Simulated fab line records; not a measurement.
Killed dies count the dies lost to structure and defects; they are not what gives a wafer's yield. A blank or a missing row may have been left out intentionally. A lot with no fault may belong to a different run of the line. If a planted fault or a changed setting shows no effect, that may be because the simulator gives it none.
Chamber matching / flow sky130 / pecvd-03 running SKY_PASSIVATION_CVD_00: 3 sister chambers
The step deposits SiO2, target thk 90 nm. 6 wafers are shown with their chamber, then 7 later ones without.

## WAFERS PAIRED WITH THEIR CHAMBERS
wafer=L079.4; chamber=2; heater power w (W)=616
wafer=L091.1; chamber=2; heater power w (W)=615
wafer=L091.3; chamber=0; heater power w (W)=745
wafer=L091.4; chamber=1; heater power w (W)=584
wafer=L093.1; chamber=0; heater power w (W)=666
wafer=L093.2; chamber=1; heater power w (W)=563

## WAFERS WITHOUT THEIR CHAMBER
wafer=L093.4; heater power w (W)=547
wafer=L094.1; heater power w (W)=568
wafer=L094.4; heater power w (W)=612
wafer=L094.5; heater power w (W)=573
wafer=L095.2; heater power w (W)=638
wafer=L095.3; heater power w (W)=637
wafer=L095.4; heater power w (W)=680

## WHICH CHAMBER EACH WENT THROUGH
wafer=L093.4; from the rows above=can't be placed: 1 or 2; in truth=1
wafer=L094.1; from the rows above=can't be placed: 1 or 2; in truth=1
wafer=L094.4; from the rows above=can't be placed: 2 or 1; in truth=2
wafer=L094.5; from the rows above=can't be placed: 1 or 2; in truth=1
wafer=L095.2; from the rows above=can't be placed: 2 or 1 or 0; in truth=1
wafer=L095.3; from the rows above=can't be placed: 2 or 1 or 0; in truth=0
wafer=L095.4; from the rows above=can't be placed: 0 or 2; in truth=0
Placed correctly: 0 of 7. Not placeable from these rows: 7 (in 7, the candidates include the true chamber). Placed wrongly: 0.
How it was worked out, from the rows above alone: a wafer's distance from a chamber is the root of the sum, over the readings, of the square of ((its reading less the chamber's mean) divided by the reading's scatter). If the next closest chamber is less than 2 further off than the closest, the wafer can't be placed; otherwise it belongs to the closest. For every chamber, the mean is computed from those of its wafers that are shown. The scatter is the square root of a quotient: the sum, over the shown wafers, of each reading's squared deviation from its chamber's mean, divided by wafers minus chambers.
